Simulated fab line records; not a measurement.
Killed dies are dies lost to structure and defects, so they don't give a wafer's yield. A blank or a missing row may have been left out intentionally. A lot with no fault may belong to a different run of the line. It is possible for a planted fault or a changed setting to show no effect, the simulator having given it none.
fab line records -- flow gf180mcu
[record] lots = 12, wafers = 36, last_day = 34
route steps=602 shown STI@31 VT_IMPLANT@131 POLY_GATE@169
lots that met no fault: taken from a fault-free run of the same line
start_h: the number of hours between the record's first day and the start of the first shown wafer of the lot -- wait_h: time in hours since the lot's previous step -- " the same as in the row above -- L1.1+2: one row covering several wafers at once -- - no value, or no start was given -- * or withheld: withheld -- < > ~ a bound
route shown NAME@n: NAME is a module with steps in the file, n the number in the route of the first one -- usual: mean/standard deviation of fault-free wafers -- same: alike in all rows -- chamber/n: place in a boat -- sites: per-site readings -- _std_site: standard deviation of those values -- _edge_site: inner sites' mean taken away from outer sites' mean -- radius_mm: how far each site lies from the wafer's centre -- mask NAME#n: copy n -- behind: tool/chamber where the wafer was last shaped -- hold: what put the lot on hold/how long, in hours/how the hold closed -- device: whichever transistor did not switch (one of n, p or np) -- end of line: the tests these same wafers got at the end of their route -- a step without rows: its recipe alone -- killed: dies lost to structure and defects at the first sort, not the wafer's yield -- map: a wafer's dies, x killed, . not, _ none there
set.NAME: the setting the step ran with; set.NAME@STEP: the setting that earlier step ran with -- model.NAME: the simulator's own value behind a step, which no gauge read
the route's steps for a sample of lots (tables are steps, rows are wafers)
services: the hour from which a tool's chamber was out of use, counted from the record's first day as start_h (under 0 if before that day), plus the number of hours and why
[[steps]]
[step GF_STI_THK_MEAS_30]
[recipe] reads = SiO2_of_STI_OXIDATION_29
[usual] STI_OXIDATION_02_THK = 9.96/0.16
lot.wafer,tool,chamber,start_h,wait_h,STI_OXIDATION_02_THK[nm]
L213.1,film_metro-04,-,61.28,0.0,10.19
L213.2,film_metro-04,-,61.28,0.0,10.18
L213.5,film_metro-04,-,61.28,0.0,10.10
L214.1,film_metro-04,-,64.07,0.0,9.92
L214.2,film_metro-04,-,64.07,0.0,9.84
L214.5,film_metro-04,-,64.07,0.0,9.79
L215.2,film_metro-04,-,68.15,0.0,10.12
L215.4,film_metro-04,-,68.15,0.0,10.03
L215.6,film_metro-04,-,68.15,0.0,9.93
L216.3,film_metro-03,-,75.19,0.0,9.90
L216.4,film_metro-03,-,75.19,0.0,9.80
L216.5,film_metro-03,-,75.19,0.0,10.01
L217.3,film_metro-04,-,80.61,0.0,9.78
L217.4,film_metro-04,-,80.61,0.0,9.80
L217.5,film_metro-04,-,80.61,0.0,9.96
L218.2,film_metro-04,-,83.55,0.0,9.98
L218.5,film_metro-04,-,83.55,0.0,9.89
L218.6,film_metro-04,-,83.55,0.0,9.99
L219.1,film_metro-04,-,87.91,0.0,9.97
L219.2,film_metro-04,-,87.91,0.0,10.14
L219.5,film_metro-04,-,87.91,0.0,9.94
L220.1,film_metro-03,-,91.14,0.0,9.92
L220.4,film_metro-03,-,91.14,0.0,10.12
L220.6,film_metro-03,-,91.14,0.0,9.81
L224.1,film_metro-03,-,112.84,0.0,9.98
L224.4,film_metro-03,-,112.84,0.0,9.88
L224.5,film_metro-03,-,112.84,0.0,9.81
L228.1,film_metro-03,-,133.21,0.0,9.64
L228.2,film_metro-03,-,133.21,0.0,9.72
L228.3,film_metro-03,-,133.21,0.0,9.80
L230.2,film_metro-04,-,142.92,0.0,10.11
L230.3,film_metro-04,-,142.92,0.0,9.98
L230.6,film_metro-04,-,142.92,0.0,10.09
L231.3,film_metro-02,-,155.29,0.0,10.01
L231.5,film_metro-02,-,155.29,0.0,9.95
L231.6,film_metro-02,-,155.29,0.0,10.06
[step GF_VT_IMPLANT_IMPLANT_41]
[recipe] species = As, energy_kev = 68.9, dose_cm2 = 1.013e+12, tilt_deg = 7
[usual] dose_ions_cm2 = 1.0131e+12/1.1e+09, faraday_current_uA = 5.71/0.11
lot.wafer,tool,chamber,start_h,wait_h,dose_ions_cm2,faraday_current_uA
L213.1,implanter-02,0,198.02,0.0,1.0128e+12,5.72
L213.2,implanter-02,0,198.02,0.0,1.0129e+12,5.68
L213.5,implanter-02,0,198.02,0.0,1.0141e+12,5.73
L214.1,implanter-02,0,199.93,0.0,1.0121e+12,5.64
L214.2,implanter-02,0,199.93,0.0,1.0128e+12,5.52
L214.5,implanter-02,0,199.93,0.0,1.0141e+12,5.69
L215.2,implanter-01,0,207.89,0.0,1.0124e+12,5.57
L215.4,implanter-01,0,207.89,0.0,1.0103e+12,5.69
L215.6,implanter-01,0,207.89,0.0,1.013e+12,5.86
L216.3,implanter-02,0,214.97,0.1,1.0131e+12,5.62
L216.4,implanter-02,0,214.97,0.1,1.013e+12,5.85
L216.5,implanter-02,0,214.97,0.1,1.0112e+12,5.75
L217.3,implanter-02,0,223.07,0.1,1.0151e+12,5.77
L217.4,implanter-02,0,223.07,0.1,1.0148e+12,5.84
L217.5,implanter-02,0,223.07,0.1,1.0142e+12,5.75
L218.2,implanter-01,0,227.30,0.0,1.0125e+12,5.51
L218.5,implanter-01,0,227.30,0.0,1.0134e+12,5.61
L218.6,implanter-01,0,227.30,0.0,1.0135e+12,5.64
L219.1,implanter-02,0,233.87,0.0,1.0131e+12,5.86
L219.2,implanter-02,0,233.87,0.0,1.0128e+12,5.69
L219.5,implanter-02,0,233.87,0.0,1.0132e+12,5.79
L220.1,implanter-02,0,236.77,0.0,1.4242e+12,7.91
L220.4,implanter-02,0,236.77,0.0,1.4248e+12,8.16
L220.6,implanter-02,0,236.77,0.0,1.4245e+12,7.99
L224.1,implanter-02,0,266.47,0.0,1.4249e+12,8.22
L224.4,implanter-02,0,266.47,0.0,1.4253e+12,7.85
L224.5,implanter-02,0,266.47,0.0,1.4253e+12,7.78
L228.1,implanter-03,0,294.47,0.0,1.0144e+12,5.69
L228.2,implanter-03,0,294.47,0.0,1.0129e+12,5.82
L228.3,implanter-03,0,294.47,0.0,1.0125e+12,5.75
L230.2,implanter-03,0,305.70,0.0,1.0128e+12,5.90
L230.3,implanter-03,0,305.70,0.0,1.0124e+12,5.82
L230.6,implanter-03,0,305.70,0.0,1.0143e+12,5.77
L231.3,implanter-01,0,324.68,0.1,1.014e+12,5.71
L231.5,implanter-01,0,324.68,0.1,1.013e+12,5.93
L231.6,implanter-01,0,324.68,0.1,1.0128e+12,5.70
[step GF_VT_IMPLANT_STRIP_42]
[recipe] chemistry = O2/N2, power_w = 1400, pressure_mtorr = 1500, platen_temp_c = 250, o2_flow_sccm = 3000, n2_flow_sccm = 300, overash_fraction = 0.5
[usual] chamber_pressure_mTorr = 1500.0/1.4, drypump_motor_current_A = 5.9/0.37, heater_power_w = 340/20, oes_product_au = 0.716/0.0049, strip_time_to_endpoint_s = 12.65/0.041
lot.wafer,tool,chamber,start_h,wait_h,chamber_pressure_mTorr,drypump_motor_current_A,heater_power_w,oes_product_au,rf_hours_counter_h,strip_time_to_endpoint_s
L213.1,plasma_asher-02,0,198.17,0.1,1500.9,6.1,324,0.717,56,12.66
L213.2,plasma_asher-02,1,198.17,0.1,1500.3,5.4,371,0.715,56,12.65
L213.5,plasma_asher-02,1,198.17,0.1,1500.3,5.4,372,0.717,-,12.67
L214.1,plasma_asher-02,1,200.08,0.1,1500.5,5.4,366,0.722,57,12.57
L214.2,plasma_asher-02,0,200.08,0.1,1500.7,6.1,323,0.718,57,12.58
L214.5,plasma_asher-02,1,200.08,0.1,1499.3,5.4,377,0.718,-,12.63
L215.2,plasma_asher-02,0,208.02,0.1,1499.5,6.1,321,0.722,57,12.68
L215.4,plasma_asher-02,0,208.02,0.1,1500.7,6.1,320,0.711,-,12.69
L215.6,plasma_asher-02,1,208.02,0.1,1498.9,5.4,369,0.725,-,12.63
L216.3,plasma_asher-03,1,215.10,0.1,1501.3,6.6,336,0.713,-,12.61
L216.4,plasma_asher-03,0,215.10,0.1,1501.6,5.7,337,0.716,-,12.59
L216.5,plasma_asher-03,0,215.10,0.1,1499.6,5.7,333,0.715,-,12.61
L217.3,plasma_asher-03,1,223.21,0.1,1501.4,6.5,328,0.714,-,12.67
L217.4,plasma_asher-03,0,223.21,0.1,1501.1,5.7,332,0.710,-,12.67
L217.5,plasma_asher-03,1,223.21,0.1,1500.3,6.5,334,0.717,-,12.68
L218.2,plasma_asher-02,1,227.43,0.1,1500.3,5.4,371,0.709,59,12.70
L218.5,plasma_asher-02,0,227.43,0.1,1500.4,6.1,316,0.724,-,12.68
L218.6,plasma_asher-02,1,227.43,0.1,1500.6,5.4,378,0.715,-,12.71
L219.1,plasma_asher-02,0,234.02,0.1,1499.0,6.0,322,0.719,60,12.70
L219.2,plasma_asher-02,1,234.02,0.1,1498.4,5.4,373,0.709,60,12.62
L219.5,plasma_asher-02,1,234.02,0.1,1500.4,5.4,366,0.722,-,12.65
L220.1,plasma_asher-02,1,236.92,0.1,1500.4,5.4,379,0.719,60,12.64
L220.4,plasma_asher-02,0,236.92,0.1,1500.3,6.1,323,0.711,-,12.63
L220.6,plasma_asher-02,1,236.92,0.1,1496.8,5.4,379,0.723,-,12.67
L224.1,plasma_asher-02,1,266.62,0.1,1500.3,5.4,381,0.720,63,12.61
L224.4,plasma_asher-02,1,266.62,0.1,1498.0,5.4,375,0.722,-,12.65
L224.5,plasma_asher-02,0,266.62,0.1,1500.3,6.1,323,0.722,-,12.61
L228.1,plasma_asher-01,1,294.62,0.1,1498.6,6.0,342,0.720,67,12.60
L228.2,plasma_asher-01,0,294.62,0.1,1498.5,6.0,322,0.714,67,12.62
L228.3,plasma_asher-01,1,294.62,0.1,1500.2,6.0,349,0.726,-,12.62
L230.2,plasma_asher-02,1,305.83,0.1,1501.7,5.4,357,0.717,68,12.58
L230.3,plasma_asher-02,0,305.83,0.1,1501.9,6.1,318,0.719,-,12.57
L230.6,plasma_asher-02,0,305.83,0.1,1498.5,6.1,320,0.713,-,12.57
L231.3,plasma_asher-01,1,324.81,0.1,1500.6,6.0,354,0.712,-,12.60
L231.5,plasma_asher-01,0,324.81,0.1,1499.5,6.0,317,0.711,-,12.66
L231.6,plasma_asher-01,1,324.81,0.1,1501.0,6.0,347,0.715,-,12.64
[step GF_VT_IMPLANT_TW_MEAS_43]
[usual] VT_IMPLANT_4_TW = 690/5.7
lot.wafer,tool,chamber,start_h,wait_h,VT_IMPLANT_4_TW
L213.1,film_metro-02,-,198.27,0.1,683
L213.2,film_metro-02,-,198.27,0.1,686
L213.5,film_metro-02,-,198.27,0.1,685
L214.1,film_metro-01,-,200.18,0.1,688
L214.2,film_metro-01,-,200.18,0.1,693
L214.5,film_metro-01,-,200.18,0.1,689
L215.2,film_metro-01,-,208.13,0.1,686
L215.4,film_metro-01,-,208.13,0.1,689
L215.6,film_metro-01,-,208.13,0.1,688
L216.3,film_metro-03,-,215.19,0.1,689
L216.4,film_metro-03,-,215.19,0.1,689
L216.5,film_metro-03,-,215.19,0.1,693
L217.3,film_metro-02,-,223.29,0.1,681
L217.4,film_metro-02,-,223.29,0.1,683
L217.5,film_metro-02,-,223.29,0.1,681
L218.2,film_metro-03,-,227.54,0.1,699
L218.5,film_metro-03,-,227.54,0.1,701
L218.6,film_metro-03,-,227.54,0.1,695
L219.1,film_metro-02,-,234.12,0.1,685
L219.2,film_metro-02,-,234.12,0.1,682
L219.5,film_metro-02,-,234.12,0.1,684
L220.1,film_metro-03,-,237.02,0.1,774
L220.4,film_metro-03,-,237.02,0.1,776
L220.6,film_metro-03,-,237.02,0.1,774
L224.1,film_metro-03,-,266.72,0.1,773
L224.4,film_metro-03,-,266.72,0.1,778
L224.5,film_metro-03,-,266.72,0.1,776
L228.1,film_metro-02,-,294.72,0.1,683
L228.2,film_metro-02,-,294.72,0.1,688
L228.3,film_metro-02,-,294.72,0.1,682
L230.2,film_metro-03,-,305.94,0.1,694
L230.3,film_metro-03,-,305.94,0.1,694
L230.6,film_metro-03,-,305.94,0.1,699
L231.3,film_metro-01,-,324.90,0.1,691
L231.5,film_metro-01,-,324.90,0.1,691
L231.6,film_metro-01,-,324.90,0.1,691
[step GF_POLY_GATE_ETCH_12]
[recipe] chemistry = N2/H2, target_depth_a = withheld, overetch_a = withheld, time_s = withheld, target = BARC, ion_energy_ev = 200, source_w = 500, bias_w = 100, pressure_mtorr = 30, n2_flow_sccm = 100, h2_flow_sccm = 200
[usual] chamber_pressure_mTorr = 30.001/0.027, drypump_motor_current_A = 5.6/0.46, oes_product_au = 0.737/0.0046, throttle_valve_pct = 13.215/0.0087
lot.wafer,tool,chamber,start_h,wait_h,chamber_pressure_mTorr,drypump_motor_current_A,oes_product_au,throttle_valve_pct
L213.1,rie_diel-01,0,239.58,0.0,30.019,5.1,0.738,13.219
L213.2,rie_diel-01,3,239.58,0.0,29.962,6.0,0.733,13.219
L213.5,rie_diel-01,1,239.58,0.0,29.998,5.9,0.743,13.217
L214.1,rie_diel-03,3,242.99,0.0,29.971,5.7,0.729,13.211
L214.2,rie_diel-03,0,242.99,0.0,29.993,5.3,0.741,13.208
L214.5,rie_diel-03,3,242.99,0.0,30.044,5.7,0.733,13.220
L215.2,rie_diel-03,2,249.04,0.0,30.024,5.5,0.740,13.216
L215.4,rie_diel-03,1,249.04,0.0,30.008,5.7,0.741,13.214
L215.6,rie_diel-03,2,249.04,0.0,29.997,5.5,0.739,13.226
L216.3,rie_diel-01,2,263.49,0.0,29.990,5.8,0.741,13.220
L216.4,rie_diel-01,1,263.49,0.0,29.943,5.9,0.737,13.213
L216.5,rie_diel-01,0,263.49,0.0,30.022,5.1,0.738,13.201
L217.3,rie_diel-01,2,268.64,0.0,30.026,5.8,0.741,13.201
L217.4,rie_diel-01,0,268.64,0.0,30.033,5.1,0.735,13.222
L217.5,rie_diel-01,2,268.64,0.0,30.005,5.8,0.732,13.221
L218.2,rie_diel-04,3,270.78,0.0,30.023,4.8,0.736,13.225
L218.5,rie_diel-04,0,270.78,0.0,29.942,6.3,0.738,13.215
L218.6,rie_diel-04,3,270.78,0.0,29.978,4.8,0.733,13.196
L219.1,rie_diel-01,2,278.68,0.0,30.022,5.8,0.732,13.202
L219.2,rie_diel-01,3,278.68,0.0,30.010,6.0,0.735,13.221
L219.5,rie_diel-01,3,278.68,0.0,29.959,6.0,0.737,13.214
L220.1,rie_diel-01,2,284.49,0.0,29.978,5.8,0.736,13.209
L220.4,rie_diel-01,3,284.49,0.0,30.004,6.0,0.736,13.220
L220.6,rie_diel-01,3,284.49,0.0,29.991,6.0,0.732,13.225
L224.1,rie_diel-01,3,312.43,0.0,29.965,6.0,0.728,13.222
L224.4,rie_diel-01,3,312.43,0.0,30.013,6.0,0.727,13.224
L224.5,rie_diel-01,1,312.43,0.0,29.967,5.9,0.741,13.221
L228.1,rie_diel-04,1,341.84,0.0,30.008,5.5,0.737,13.214
L228.2,rie_diel-04,3,341.84,0.0,30.014,4.8,0.744,13.219
L228.3,rie_diel-04,0,341.84,0.0,30.006,6.3,0.742,13.220
L230.2,rie_diel-01,3,355.83,0.0,30.011,6.0,0.729,13.218
L230.3,rie_diel-01,2,355.83,0.0,30.018,5.8,0.741,13.205
L230.6,rie_diel-01,0,355.83,0.0,29.982,5.1,0.733,13.217
L231.3,rie_diel-01,3,373.13,0.0,30.039,6.0,0.734,13.212
L231.5,rie_diel-01,0,373.13,0.0,30.019,5.1,0.732,13.207
L231.6,rie_diel-01,3,373.13,0.0,29.985,6.0,0.744,13.224
[[services]]
tool,chamber,start_h,hours,kind
implanter-03,-,187.60,1.3,repair
rie_diel-01,0,202.11,8.8,repair
rie_diel-01,2,210.89,6.6,repair
implanter-03,-,212.37,5.2,pm
implanter-02,-,217.26,4.1,pm
implanter-03,-,217.58,7.2,pm
rie_diel-04,-,222.87,0.6,repair
rie_diel-04,-,276.31,14.6,pm
rie_diel-01,0,289.16,23.6,repair
implanter-02,-,292.11,2.5,pm
rie_diel-04,0,298.81,5.8,repair
rie_diel-04,-,304.22,2.4,repair
plasma_asher-03,-,309.59,0.8,repair
rie_diel-01,2,312.80,-,clean
rie_diel-01,2,312.80,23.7,scheduled_down
rie_diel-01,2,312.80,23.7,vent_cycle
implanter-01,-,317.26,5.6,repair
implanter-03,-,326.84,2.8,repair
plasma_asher-03,-,331.52,0.7,repair
rie_diel-01,2,337.11,4.1,repair
rie_diel-04,2,344.04,4.2,repair
implanter-02,-,363.13,1.2,repair
implanter-01,-,366.76,4.1,repair
plasma_asher-01,-,367.58,0.9,repair
[[key]]
[first_sign] step = GF_VT_IMPLANT_IMPLANT_41, reading = dose_ions_cm2, direction = up, sigmas = 99+, usual = 1.0131e+12, struck = 1.4248e+12
[effect] step = GF_VT_IMPLANT_IMPLANT_41, reading = faraday_current_uA, direction = up, sigmas = 21, usual = 5.71, struck = 7.98
[effect] step = GF_VT_IMPLANT_TW_MEAS_43, reading = VT_IMPLANT_4_TW, direction = up, sigmas = 15, usual = 690, struck = 775
met_at GF_VT_IMPLANT_IMPLANT_41
struck_lots L220,L224
tester_left_out L220,L224
not_acting_at GF_STI_THK_MEAS_30,GF_VT_IMPLANT_STRIP_42,GF_POLY_GATE_ETCH_12
onset_between 233.87 236.77
[fault] kind = process_parameter_drift, tool = implanter-02, chamber = -, onset_h = 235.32, steps = GF_VT_IMPLANT_IMPLANT_41, channel = dose_cm2, offset = 4.1184e+11, shape = step, end_h = 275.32, acts_in = these_recipes_only, stated = 1.013e+12
// tester_left_out: of these lots the tester's yield and bins aren't shown, on N5 and GAA mostly nor the transistor test; their killed dies are dies lost to structure and defects alone, not to doping, threshold or leakage, so they don't give the yield
